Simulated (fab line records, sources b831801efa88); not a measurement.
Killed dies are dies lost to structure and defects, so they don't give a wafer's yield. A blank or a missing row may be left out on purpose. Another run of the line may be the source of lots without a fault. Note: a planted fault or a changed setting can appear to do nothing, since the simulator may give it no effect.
fab line records    flow gf180mcu
record lots=13  wafers=39  last-day=33
route steps=602 shown M5@534 V5@545 TOP_METAL@578 PASSIVATION@589
lots untouched by any fault: they come from a run of this same line in which no faults occurred
start-h: hours from the record's first day to the start of the lot's first wafer shown    wait-h: hours since the lot's step before    " identical to the entry in the row above    L1.1+2: a row that stands for several wafers    - no value, or no start was given    * or withheld: withheld    < > ~ a bound
route shown NAME@n: a module of which the file shows steps, and the number in the route of the first    usual: mean and standard deviation over wafers with no fault    same: alike in all rows    chamber/n: place in a boat    sites: per-site readings    _std_site: how widely they spread, as a standard deviation    _edge_site: mean of outer sites minus mean of inner sites    radius-mm: for every site, how far away it sits from the centre of the wafer    mask NAME#n: copy n    behind: the last tool/chamber to shape the wafer    hold: what put the lot on hold/how long, in hours/how the hold closed    device: names the non-switching transistor (n, p or np)    end of line: at the end of the route, the tests of the same wafers    for a step that has no rows: nothing shown but its recipe    killed: not the wafer's yield, but the dies lost to structure and defects at the first sort    map: a wafer's dies, marking killed ones x, the rest . and places with no die _
set.NAME: the setting as run; set.NAME@STEP: as run at that earlier step    model.NAME: the simulator's own value behind a step, which no gauge read
the route's steps for a sample of lots (tables are steps, rows are wafers)
services: from which hour (start-h, from the record's first day; less than 0 if before it) a tool's chamber was out of use, for how many hours, and why
## steps
# step GF_M5_OVL_MEAS_08
# usual M5_OVL=-1/6
lot.wafer  tool        chamber  start-h  wait-h  M5_OVL[nm]
L604.1     overlay-02  -        604.72   0.1     -1
L604.2     "           -        "        "       -3
L604.3     "           -        "        "       4
L606.1     overlay-02  -        618.77   0.1     2
L606.2     "           -        "        "       2
L606.4     "           -        "        "       2
L607.2     overlay-01  -        631.37   0.1     -3
L607.3     "           -        "        "       -3
L607.6     "           -        "        "       8
L609.3     overlay-02  -        642.38   0.1     -5
L609.4     "           -        "        "       -9
L609.6     "           -        "        "       -14
L610.4     overlay-02  -        653.74   0.1     6
L610.5     "           -        "        "       -1
L610.6     "           -        "        "       8
L611.2     overlay-01  -        660.87   0.1     3
L611.3     "           -        "        "       4
L611.4     "           -        "        "       1
L612.1     overlay-02  -        665.82   0.1     2
L612.4     "           -        "        "       -4
L612.6     "           -        "        "       0
L613.1     overlay-02  -        676.46   0.1     3
L613.3     "           -        "        "       -2
L613.6     "           -        "        "       6
L618.2     overlay-02  -        708.17   0.1     -8
L618.4     "           -        "        "       -3
L618.5     "           -        "        "       -10
L619.1     overlay-01  -        714.47   0.1     3
L619.3     "           -        "        "       4
L619.6     "           -        "        "       5
L620.2     overlay-01  -        727.67   0.1     4
L620.3     "           -        "        "       0
L620.5     "           -        "        "       -3
L622.1     overlay-01  -        733.61   0.1     -13
L622.2     "           -        "        "       -5
L622.3     "           -        "        "       -11
L624.2     overlay-01  -        748.67   0.1     0
L624.3     "           -        "        "       -1
L624.5     "           -        "        "       -4
# step GF_V5_BOW_MEAS_05
# recipe mode=bow
# usual V5_BOW=134/8.4
lot.wafer  tool           chamber  start-h  wait-h  V5_BOW[um]
L604.1     film-metro-01  -        606.04   0.1     144
L604.2     "              -        "        "       155
L604.3     "              -        "        "       133
L606.1     film-metro-03  -        620.10   0.1     129
L606.2     "              -        "        "       125
L606.4     "              -        "        "       120
L607.2     film-metro-01  -        632.77   0.2     140
L607.3     "              -        "        "       135
L607.6     "              -        "        "       118
L609.3     film-metro-01  -        643.76   0.2     125
L609.4     "              -        "        "       133
L609.6     "              -        "        "       130
L610.4     film-metro-04  -        655.07   0.2     137
L610.5     "              -        "        "       130
L610.6     "              -        "        "       141
L611.2     film-metro-04  -        662.18   0.3     143
L611.3     "              -        "        "       125
L611.4     "              -        "        "       141
L612.1     film-metro-03  -        667.11   0.2     135
L612.4     "              -        "        "       146
L612.6     "              -        "        "       130
L613.1     film-metro-04  -        677.76   0.1     146
L613.3     "              -        "        "       135
L613.6     "              -        "        "       135
L618.2     film-metro-04  -        709.53   0.2     140
L618.4     "              -        "        "       140
L618.5     "              -        "        "       131
L619.1     film-metro-04  -        715.79   0.1     126
L619.3     "              -        "        "       131
L619.6     "              -        "        "       133
L620.2     film-metro-03  -        729.43   0.1     115
L620.3     "              -        "        "       123
L620.5     "              -        "        "       126
L622.1     film-metro-03  -        734.91   0.2     133
L622.2     "              -        "        "       135
L622.3     "              -        "        "       138
L624.2     film-metro-01  -        750.10   0.2     123
L624.3     "              -        "        "       137
L624.5     "              -        "        "       117
# step GF_TOP_METAL_EXPOSE_11
# recipe mask-id=MetalTop  target-cd-nm=440  na=0.6  source-shape=conventional  sigma-outer=0.6  dose-mj=170
# usual exposure-dose-mJ-cm2=169.83/0.19
lot.wafer  tool              chamber  start-h  wait-h  mask        exposure-dose-mJ-cm2
L604.1     iline-stepper-01  0        639.50   -       MetalTop#0  169.91
L604.2     "                 0        "        "       MetalTop#0  170.07
L604.3     "                 0        "        "       MetalTop#0  169.79
L606.1     iline-stepper-01  0        652.06   -       MetalTop#0  170.01
L606.2     "                 0        "        "       MetalTop#0  170.03
L606.4     "                 0        "        "       MetalTop#0  169.89
L607.2     iline-stepper-01  0        663.57   -       MetalTop#0  169.90
L607.3     "                 0        "        "       MetalTop#0  169.87
L607.6     "                 0        "        "       MetalTop#0  169.87
L609.3     iline-stepper-02  0        674.39   -       MetalTop#0  169.57
L609.4     "                 0        "        "       MetalTop#0  169.79
L609.6     "                 0        "        "       MetalTop#0  169.67
L610.4     iline-stepper-02  0        685.96   -       MetalTop#0  169.84
L610.5     "                 0        "        "       MetalTop#0  169.78
L610.6     "                 0        "        "       MetalTop#0  169.78
L611.2     iline-stepper-02  0        699.02   -       MetalTop#0  169.79
L611.3     "                 0        "        "       MetalTop#0  170.00
L611.4     "                 0        "        "       MetalTop#0  169.95
L612.1     iline-stepper-02  0        699.35   -       MetalTop#0  169.71
L612.4     "                 0        "        "       MetalTop#0  170.05
L612.6     "                 0        "        "       MetalTop#0  169.93
L613.1     iline-stepper-02  0        706.10   -       MetalTop#0  169.79
L613.3     "                 0        "        "       MetalTop#0  169.70
L613.6     "                 0        "        "       MetalTop#0  169.82
L618.2     iline-stepper-02  0        737.36   -       MetalTop#0  181.70
L618.4     "                 0        "        "       MetalTop#0  181.87
L618.5     "                 0        "        "       MetalTop#0  181.85
L619.1     iline-stepper-02  0        745.04   -       MetalTop#0  181.47
L619.3     "                 0        "        "       MetalTop#0  181.35
L619.6     "                 0        "        "       MetalTop#0  181.38
L620.2     iline-stepper-02  0        756.27   -       MetalTop#0  177.25
L620.3     "                 0        "        "       MetalTop#0  177.28
L620.5     "                 0        "        "       MetalTop#0  177.14
L622.1     iline-stepper-01  0        763.17   -       MetalTop#0  170.15
L622.2     "                 0        "        "       MetalTop#0  169.77
L622.3     "                 0        "        "       MetalTop#0  170.15
L624.2     iline-stepper-01  0        776.29   -       MetalTop#0  170.11
L624.3     "                 0        "        "       MetalTop#0  170.14
L624.5     "                 0        "        "       MetalTop#0  169.85
# step GF_TOP_METAL_CD_MEAS_14
# recipe target-cd-nm=440
# usual cd-nm=440.5/2.3
lot.wafer  tool       chamber  start-h  wait-h  cd-nm
L604.1     cd-sem-01  -        648.69   0.1     436.9
L604.2     "          -        "        "       439.3
L604.3     "          -        "        "       439.6
L606.1     cd-sem-01  -        661.74   0.1     440.0
L606.2     "          -        "        "       439.4
L606.4     "          -        "        "       439.9
L607.2     cd-sem-02  -        673.17   0.1     441.2
L607.3     "          -        "        "       437.6
L607.6     "          -        "        "       439.1
L609.3     cd-sem-02  -        683.39   0.1     439.9
L609.4     "          -        "        "       439.5
L609.6     "          -        "        "       438.8
L610.4     cd-sem-02  -        695.51   0.1     440.2
L610.5     "          -        "        "       438.6
L610.6     "          -        "        "       438.0
L611.2     cd-sem-02  -        706.56   0.1     440.5
L611.3     "          -        "        "       440.4
L611.4     "          -        "        "       441.0
L612.1     cd-sem-02  -        707.00   0.1     439.1
L612.4     "          -        "        "       440.4
L612.6     "          -        "        "       439.6
L613.1     cd-sem-01  -        713.80   0.1     437.6
L613.3     "          -        "        "       437.6
L613.6     "          -        "        "       438.8
L618.2     cd-sem-02  -        746.22   0.1     421.5
L618.4     "          -        "        "       419.6
L618.5     "          -        "        "       424.2
L619.1     cd-sem-01  -        751.75   0.1     422.6
L619.3     "          -        "        "       424.6
L619.6     "          -        "        "       424.1
L620.2     cd-sem-01  -        764.81   0.1     425.7
L620.3     "          -        "        "       425.4
L620.5     "          -        "        "       426.2
L622.1     cd-sem-01  -        770.05   0.1     441.4
L622.2     "          -        "        "       438.9
L622.3     "          -        "        "       441.7
L624.2     cd-sem-02  -        783.52   0.1     442.1
L624.3     "          -        "        "       442.7
L624.5     "          -        "        "       441.1
# step GF_PASSIVATION_CVD_02
# recipe material=Si3N4  target-thk-nm=700  time-s=486.18  temp-c=400  rf-w=450
# usual heater-power-outer-w=430/59  heater-power-w=726/91
lot.wafer  tool      chamber  start-h  wait-h  heater-power-outer-w  heater-power-w
L604.1     pecvd-04  0        649.71   0.1     433                   697
L604.2     "         2        "        "       401                   745
L604.3     "         1        "        "       475                   819
L606.1     pecvd-03  2        662.76   0.1     424                   721
L606.2     "         1        "        "       505                   781
L606.4     "         0        "        "       393                   648
L607.2     pecvd-04  1        674.20   0.0     554                   901
L607.3     "         0        "        "       431                   724
L607.6     "         2        "        "       460                   830
L609.3     pecvd-03  0        684.37   0.0     496                   782
L609.4     "         2        "        "       434                   746
L609.6     "         1        "        "       396                   639
L610.4     pecvd-02  2        696.61   0.2     308                   553
L610.5     "         0        "        "       375                   641
L610.6     "         1        "        "       434                   715
L611.2     pecvd-02  1        707.59   0.0     381                   654
L611.3     "         0        "        "       396                   657
L611.4     "         2        "        "       391                   672
L612.1     pecvd-04  1        708.06   0.1     524                   890
L612.4     "         2        "        "       394                   716
L612.6     "         0        "        "       405                   673
L613.1     pecvd-02  1        714.90   0.1     391                   677
L613.3     "         0        "        "       331                   581
L613.6     "         0        "        "       365                   606
L618.2     pecvd-04  2        747.22   0.0     488                   837
L618.4     "         1        "        "       529                   879
L618.5     "         0        "        "       468                   747
L619.1     pecvd-02  1        752.83   0.1     425                   707
L619.3     "         0        "        "       335                   570
L619.6     "         1        "        "       449                   739
L620.2     pecvd-04  1        765.81   0.0     506                   873
L620.3     "         0        "        "       403                   660
L620.5     "         1        "        "       548                   884
L622.1     pecvd-04  2        771.07   0.1     448                   823
L622.2     "         0        "        "       438                   729
L622.3     "         1        "        "       527                   842
L624.2     pecvd-02  0        784.52   0.0     367                   628
L624.3     "         2        "        "       377                   641
L624.5     "         0        "        "       387                   626
## services
tool              chamber  start-h  hours  kind
iline-stepper-01  0        650.67   -      calibration
iline-stepper-02  -        667.33   1.7    pm
iline-stepper-02  -        689.49   0.8    repair
iline-stepper-01  -        690.47   9.8    repair
pecvd-03          2        699.61   12.9   repair
iline-stepper-01  -        700.23   1.7    pm
pecvd-02          0        723.90   9.5    repair
pecvd-03          2        734.07   17.3   repair
pecvd-02          -        734.91   6.0    pm
pecvd-04          -        772.49   14.6   pm
pecvd-02          -        772.91   0.8    repair
## key
first-sign step=GF_TOP_METAL_EXPOSE_11  reading=exposure-dose-mJ-cm2  direction=up  sigmas=54  usual=169.83  struck=180.14
effect step=GF_TOP_METAL_CD_MEAS_14  reading=cd-nm  direction=down  sigmas=7.3  usual=440.5  struck=423.8  through=control-loop
met-at GF_TOP_METAL_EXPOSE_11
struck-lots L618,L619,L620
loop-trim step=GF_M5_EXPOSE_04  setting=dose  lots=L618,L619,L620
loop-trim step=GF_TOP_METAL_EXPOSE_11  setting=dose  lots=L620
not-acting-at GF_M5_OVL_MEAS_08,GF_V5_BOW_MEAS_05,GF_PASSIVATION_CVD_02
onset-between 706.10 737.36
fault kind=process-parameter-drift  tool=iline-stepper-02  chamber=-  onset-h=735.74  steps=GF_TOP_METAL_EXPOSE_11  channel=dose-mj  offset=11.837  shape=step  acts-in=these-recipes-only  stated=170
# loop-trim: a control loop set the setting to another value than it would have without faults
